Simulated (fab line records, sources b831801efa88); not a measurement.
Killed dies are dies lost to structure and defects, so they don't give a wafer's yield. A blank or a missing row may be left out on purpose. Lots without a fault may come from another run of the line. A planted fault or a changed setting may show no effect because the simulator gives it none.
A struck lot beside a sound one | flow sky130 | 17 steps out of a route of 708
Sound: wafers L936.1, L936.4, L936.6. Struck: wafers L952.2, L952.4. (L952.6 of the same lot was not struck and is left out.) The cause comes at the end.
At each step with rows: each side's tool, then ch and its chambers, then its first start. Under that, the readings that differ: sound wafers | struck wafers | difference of the means | sigmas: that difference in standard deviations of wafers without a fault.
alike: readings whose means differ by less than 2 such deviations, and words and numbers that are the same on both sides. not compared: withheld readings, readings that some wafer has no value for, bounds like >300 that may hide the same value, and numbers for which the record gives no deviation and whose values overlap.
The two part at a step that has a row with sigmas, a row that says differs or no value, or rows on one side only. Numbers that don't overlap but have no deviation are shown without sigmas and don't part them. A reading that every wafer of one side lacks parts them only if that side has two wafers or more.

first, 3 steps without rows for these wafers: SKY_LI_CONTACT_EXPOSE_09 (exposes mask LICM1, target cd 170 nm); SKY_LI_CONTACT_PEB_10; SKY_LI_CONTACT_DEVELOP_11 (develop time 60 s).
SKY_LI_CONTACT_CD_MEAS_12: target cd 170 nm.
  sound on cd_sem-02, day 28 22:19; struck on cd_sem-02, day 34 15:32
  alike: cd_nm
SKY_LI_CONTACT_OVL_MEAS_13:
  sound on overlay-01, day 28 22:26; struck on overlay-02, day 34 15:38
  alike: LI_CONTACT_OVL
SKY_LI_CONTACT_ETCH_14: etches BARC in N2/H2, stops on SiO2, time 45.9 s, target depth 60 nm.
  sound on rie_diel-03 ch 0,1,2, day 28 22:28; struck on rie_diel-03 ch 1,2, day 34 15:40
  alike: drypump_motor_current_A, oes_product_au, throttle_valve_pct
  not compared: rf_hours_counter_h
SKY_LI_CONTACT_ETCH_15: etches PSG in C4F8/O2/Ar, stops on Si, target depth 600 nm.
  sound on rie_diel-03 ch 0,1,2, day 28 22:31; struck on rie_diel-03 ch 1,2, day 34 15:43
  alike: oes_product_au
then, 3 steps without rows for these wafers: SKY_LI_CONTACT_STRIP_16 (strips in O2/N2); SKY_LI_CONTACT_CLEAN_17 (cleans in NMP, time 600 s); SKY_LI_CONTACT_PRE_CLEAN_18 (time 5.6 s).
SKY_LI_CONTACT_SPUTTER_19: material Ti, target thk 20 nm, time 106.37 s.
  sound on pvd_sputter-01, day 28 22:53; struck on pvd_sputter-01, day 34 16:05
  alike: throttle_valve_pct
SKY_LI_CONTACT_SPUTTER_20: material TiN, target thk 20 nm, time 80 s.
  sound on pvd_sputter-01, day 28 22:58; struck on pvd_sputter-01, day 34 16:10
  alike: throttle_valve_pct
SKY_LI_CONTACT_CVD_21: deposits W, target thk 400 nm, time 120.56 s.
  sound on cvd_w-02 ch 1, day 28 23:02; struck on cvd_w-01 ch 1, day 34 16:14
  reading                                  | sound                | struck        | difference | sigmas
  heater_power_w (W)                       | 1060 1057 1047       | 696 685       | -364       | -3
  susceptor_temp_C (C)                     | 400.24 400.07 400.31 | 390.27 390.00 | -10.07     | -44
  model.W_of_LI_CONTACT_CVD_21.thk_nm (nm) | 399.4 396.2 393.9    | 334.4 339.5   | -59.6      |
SKY_LI_CONTACT_RS_MEAS_22: measures by four-point-probe.
  sound on film_metro-04, day 28 23:09; struck on film_metro-01, day 34 16:22
  reading                  | sound                | struck        | difference | sigmas
  LI_CONTACT_W_RS (ohm/sq) | 0.2846 0.2870 0.2887 | 0.3402 0.3343 | +0.0505    | +18
SKY_LI_CONTACT_THK_MEAS_23: measures by xrf.
  sound on film_metro-04, day 28 23:16; struck on film_metro-01, day 34 16:29
  reading               | sound       | struck  | difference | sigmas
  LI_CONTACT_W_THK (nm) | 409 403 402 | 336 342 | -66        | -14
SKY_LI_CONTACT_CMP_24: polishes, stops on PSG, t overpolish 20 s, target thk 0 nm.
  sound on cmp-01 ch 1,2, day 28 23:20; struck on cmp-01 ch 1,2, day 34 16:32
  reading                | sound    | struck | difference | sigmas
  time_to_endpoint_s (s) | 98 98 97 | 83 81  | -16        | -4
  alike: edge_zone_pressure_frac, motor_current_A, platen_rpm
SKY_LOCAL_INTERCONNECT_SPUTTER_00: material TiN, target thk 100 nm, time 83.3 s.
  sound on pvd_sputter-02, day 28 23:38; struck on pvd_sputter-02, day 34 16:50
  alike: susceptor_temp_C, throttle_valve_pct

WHERE THEY PART
First at SKY_LI_CONTACT_CVD_21; last, within this record, at SKY_LI_CONTACT_CMP_24. Later steps at which nothing parts them and some readings are alike: SKY_LOCAL_INTERCONNECT_SPUTTER_00.

WHY: what the simulator had put in
Process parameter drift: cvd_w-01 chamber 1, from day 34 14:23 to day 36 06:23, at SKY_LI_CONTACT_CVD_21. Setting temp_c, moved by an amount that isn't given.
